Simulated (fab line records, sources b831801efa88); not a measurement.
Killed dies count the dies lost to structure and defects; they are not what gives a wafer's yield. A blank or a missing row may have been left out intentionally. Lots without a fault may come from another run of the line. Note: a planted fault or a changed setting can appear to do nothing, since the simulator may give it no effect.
Problem report, 8D (eight disciplines) form, completed by code    flow sky130    the parts of the form that need people (team, actions taken, sign-off) are left out

1. THE ISSUE
Mean of beam energy keV at SKY_LDD_N_IMPLANT_12: 31.349 across 6 wafers in 2 lots; on wafers with no fault it is 50.000 (standard deviation 0.016). So: -99 or more standard deviations from the usual mean.
First observed at day 22 11:19: wafer L295.3, on implanter-03. At this step, 42 wafers from 14 lots have a number in the record. Rule for "out", or "out of limits": more than 4 standard deviations from the usual mean. All remaining wafers that have a number are taken as sound.

2. WHAT IT IS, AND WHAT IT ISN'T
question                     is                      is not
which readings at this step  beam energy keV         -
which lots                   L295, L296              L282, L284, L285, L286, L287, L288, L289, L291, L292, L294, L304, L305
which wafers of those lots   all that have a number  -
read on which tools          implanter-03            implanter-02, implanter-04
when                         from day 22 11:19       up to then (30 sound wafers); but 6 sound wafers of L304, L305 came after

3. WHAT RULES OUT EACH SUSPECT
Counting: any tool at a process step up to the reading is kept as a suspect provided that every lot that is out went through it and no sound lot did after the first of them.
- implanter-03 at SKY_LDD_N_IMPLANT_12: kept. All lots that are out passed through it, beginning with L295 at day 22 11:19, and no sound lot followed; its final sound lot before that point was L294 at day 22 03:26. Out on those wafers are its own readings of beam energy keV.
Remaining after the count: implanter-03 at SKY_LDD_N_IMPLANT_12.

4. THE CAUSE (what the simulator had put in)
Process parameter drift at SKY_LDD_N_IMPLANT_12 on implanter-03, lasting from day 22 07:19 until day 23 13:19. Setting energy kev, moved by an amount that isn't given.
After counting, this tool was the only one left.

5. THE CHAIN OF EFFECTS, in route order
One row per reading whose mean, taken over the struck wafers that have a number, lies over 3 standard deviations from the usual. Only readings for which the record gives a usual standard deviation are gone through. hours: the time from each lot's start at the first step in this table that gives one to its start at this step, as a median over the lots. sigmas: the change in usual standard deviations.
hours  step                  reading          usual   on struck wafers  change   sigmas
0      SKY_LDD_N_IMPLANT_12  beam energy keV  50.000  31.349            -18.651  -99 or more
Here are the process steps it includes:
- SKY_LDD_N_IMPLANT_12

6. HOW IT WOULD HAVE BEEN CAUGHT EARLIER
The fault began at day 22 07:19; the first out-of-limits reading in this record came at day 22 11:19, 4 hours later.
